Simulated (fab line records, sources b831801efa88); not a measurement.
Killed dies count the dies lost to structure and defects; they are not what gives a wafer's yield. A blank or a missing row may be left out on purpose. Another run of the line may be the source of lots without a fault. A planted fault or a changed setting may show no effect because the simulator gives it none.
Which tool did it? | flow sky130 | Sampling: 12 lots, 36 wafers, 5 of 708 route steps

WHAT THE GAUGES SHOWED, per wafer
Not one reading of a measure or inspect step in the record can be checked against a usual standard deviation.

WHICH TOOL RAN EACH LOT (tool, then ch and the chambers of the sampled wafers, then the start)
lot  | SKY_METAL4_ETCH_16                | SKY_VIA4_CMP_02               | SKY_VIA4_STRIP_13                    | SKY_METAL5_SPUTTER_01        | SKY_PAD_OPEN_PROBE_99
L618 | rie-metal-02 ch 0,1, day 42 01:03 | cmp-01 ch 0,1,2, day 42 02:16 | plasma-asher-01 ch 1, day 43 00:56   | pvd-sputter-01, day 43 02:14 | -
L620 | rie-metal-01 ch 0,1, day 42 19:43 | cmp-02 ch 0,1,3, day 42 21:01 | plasma-asher-02 ch 0,1, day 43 20:02 | pvd-sputter-04, day 43 21:21 | -
L622 | rie-metal-02 ch 0,1, day 42 23:03 | cmp-01 ch 0,2,3, day 43 00:17 | plasma-asher-03 ch 0,1, day 44 00:08 | pvd-sputter-01, day 44 01:27 | -
L621 | rie-metal-01 ch 0,1, day 42 23:36 | cmp-02 ch 0,1,2, day 43 00:50 | plasma-asher-02 ch 0,1, day 44 00:24 | pvd-sputter-02, day 44 01:43 | -
L623 | rie-metal-02 ch 0,1, day 43 10:22 | cmp-02 ch 0,1,2, day 43 11:30 | plasma-asher-03 ch 0,1, day 44 10:56 | pvd-sputter-01, day 44 12:17 | -
L624 | rie-metal-01 ch 0,1, day 43 16:22 | cmp-01 ch 0,1,2, day 43 17:35 | plasma-asher-02 ch 0,1, day 44 16:23 | pvd-sputter-02, day 44 17:52 | -
L627 | rie-metal-02 ch 0,1, day 44 22:23 | cmp-02 ch 0,1,3, day 44 23:37 | plasma-asher-01 ch 0,1, day 45 20:26 | pvd-sputter-02, day 45 21:44 | -
L628 | rie-metal-02 ch 0, day 45 04:04   | cmp-02 ch 0,1,2, day 45 05:25 | plasma-asher-02 ch 0,1, day 46 02:33 | pvd-sputter-01, day 46 03:53 | -
L631 | rie-metal-02 ch 1, day 45 12:55   | cmp-02 ch 0,2,3, day 45 14:14 | plasma-asher-02 ch 0,1, day 46 11:11 | pvd-sputter-02, day 46 12:35 | -
L632 | rie-metal-02 ch 0,1, day 45 20:18 | cmp-02 ch 0,3, day 45 21:46   | plasma-asher-02 ch 0,1, day 46 18:23 | pvd-sputter-04, day 46 19:41 | prober-02, day 49 06:19
L634 | rie-metal-02 ch 0,1, day 46 06:49 | cmp-01 ch 0,1,3, day 46 08:19 | plasma-asher-01 ch 0,1, day 47 04:18 | pvd-sputter-02, day 47 05:37 | prober-02, day 49 16:06
L640 | rie-metal-01 ch 0,1, day 47 13:43 | cmp-02 ch 0,1,3, day 47 14:59 | plasma-asher-02 ch 0,1, day 48 08:59 | pvd-sputter-01, day 48 11:33 | -
- SKY_METAL4_ETCH_16: etches BARC in N2/H2, stops on SiO2, time 88.2 s, target depth 60 nm.
- SKY_VIA4_CMP_02: polishes SiO2.
- SKY_VIA4_STRIP_13: strips in O2/N2.
- SKY_METAL5_SPUTTER_01: material TiN, target thk 20 nm, time 16.7 s.
- SKY_PAD_OPEN_PROBE_99

WHAT THE TOOLS THEMSELVES READ (means of the sampled wafers that have a number; where no wafer has one, the mark that the record gives instead)
SKY_METAL4_ETCH_16.
lot  | tool         | drypump-motor-current-A (A) | oes-product-au (a.u.) | throttle-valve-pct (%)
L618 | rie-metal-02 | 5.7                         | 0.628                 | 13.208
L620 | rie-metal-01 | 5.6                         | 0.631                 | 13.205
L622 | rie-metal-02 | 6.1                         | 0.628                 | 13.207
L621 | rie-metal-01 | 5.6                         | 0.625                 | 13.206
L623 | rie-metal-02 | 5.7                         | 0.625                 | 13.204
L624 | rie-metal-01 | 5.6                         | 0.625                 | 13.201
L627 | rie-metal-02 | 5.7                         | 0.628                 | 13.207
L628 | rie-metal-02 | 5.3                         | 0.626                 | 13.203
L631 | rie-metal-02 | 6.4                         | 0.625                 | 13.203
L632 | rie-metal-02 | 6.0                         | 0.628                 | 13.194
L634 | rie-metal-02 | 5.7                         | 0.622                 | 13.219
L640 | rie-metal-01 | 5.6                         | 0.626                 | 13.199

SKY_VIA4_CMP_02.
lot  | tool   | motor-current-A (A)
L618 | cmp-01 | 11.2
L620 | cmp-02 | 11.6
L622 | cmp-01 | 12.5
L621 | cmp-02 | 12.8
L623 | cmp-02 | 12.0
L624 | cmp-01 | 11.3
L627 | cmp-02 | 11.2
L628 | cmp-02 | 12.7
L631 | cmp-02 | 11.9
L632 | cmp-02 | 10.5
L634 | cmp-01 | 12.9
L640 | cmp-02 | 11.3

SKY_VIA4_STRIP_13.
lot  | tool            | drypump-motor-current-A (A) | oes-product-au (a.u.) | strip-time-to-endpoint-s (s)
L618 | plasma-asher-01 | 6.0                         | 0.707                 | 12.779
L620 | plasma-asher-02 | 6.0                         | 0.708                 | 12.798
L622 | plasma-asher-03 | 6.1                         | 0.713                 | 12.804
L621 | plasma-asher-02 | 5.7                         | 0.710                 | 12.820
L623 | plasma-asher-03 | 6.2                         | 0.703                 | 12.802
L624 | plasma-asher-02 | 6.0                         | 0.712                 | 12.759
L627 | plasma-asher-01 | 5.8                         | 0.708                 | 12.811
L628 | plasma-asher-02 | 5.7                         | 0.708                 | 12.810
L631 | plasma-asher-02 | 6.0                         | 0.713                 | 12.800
L632 | plasma-asher-02 | 6.0                         | 0.711                 | 12.806
L634 | plasma-asher-01 | 5.9                         | 0.710                 | 12.852
L640 | plasma-asher-02 | 5.7                         | 0.708                 | 12.804

SKY_METAL5_SPUTTER_01.
lot  | tool           | throttle-valve-pct (%)
L618 | pvd-sputter-01 | 29.9
L620 | pvd-sputter-04 | 30.6
L622 | pvd-sputter-01 | 30.5
L621 | pvd-sputter-02 | 29.9
L623 | pvd-sputter-01 | 30.0
L624 | pvd-sputter-02 | 29.6
L627 | pvd-sputter-02 | 30.2
L628 | pvd-sputter-01 | 30.0
L631 | pvd-sputter-02 | 28.8
L632 | pvd-sputter-04 | 29.9
L634 | pvd-sputter-02 | 29.7
L640 | pvd-sputter-01 | 29.8

SKY_PAD_OPEN_PROBE_99.
lot  | tool      | defect-limited-yield (%) | killed_at_M0_to_M3 | killed_at_M4_up | killed-at-contacts | killed-at-front-end | killed-at-other | killed-dies | killed-open | killed-short | sort_bin_3_pad_short (%) | sort_bin_5_function (%) | sort_bin_6_memory (%) | sort-n-pass | sort-yield-pct (%)
L632 | prober-02 | 76.1                     | 40                 | 48.7            | 16                 | 13                  | 0.0             | 118         | 40          | 33           | 1.6                      | 16.0                    | 6.3                   | 374         | 76.1
L634 | prober-02 | 74.2                     | 43                 | 45.3            | 21                 | 17                  | 0.0             | 127         | 44          | 42           | 2.3                      | 15.7                    | 7.8                   | 365         | 74.2

THE ANSWER, worked out from the rows above alone
Rule: the lots themselves supply what counts as usual. Put in order of their means at a reading, lots are off if they are a third of the lots or fewer, leave a main group of 4 or more, and stand apart from it by a gap of 3 or more times the standard deviation of the main group's means; of several such gaps the widest counts. Not used: any main group whose means are identical at the precision the tables above print for the reading. A lot without any number at a reading at which 4 lots or more have one is off too. Where the step has rows for the other lots, those lots are counted as sound. First the gauges in route order, then the tools' own readings, where a lot's mean is used as printed above. The first step at which some lot is off is used, and at that step the reading that is off furthest; a lot without a number counts as furthest.
No lot is off at any reading shown: from this, nothing can be told.

WHAT THE SIMULATOR HAD PUT IN
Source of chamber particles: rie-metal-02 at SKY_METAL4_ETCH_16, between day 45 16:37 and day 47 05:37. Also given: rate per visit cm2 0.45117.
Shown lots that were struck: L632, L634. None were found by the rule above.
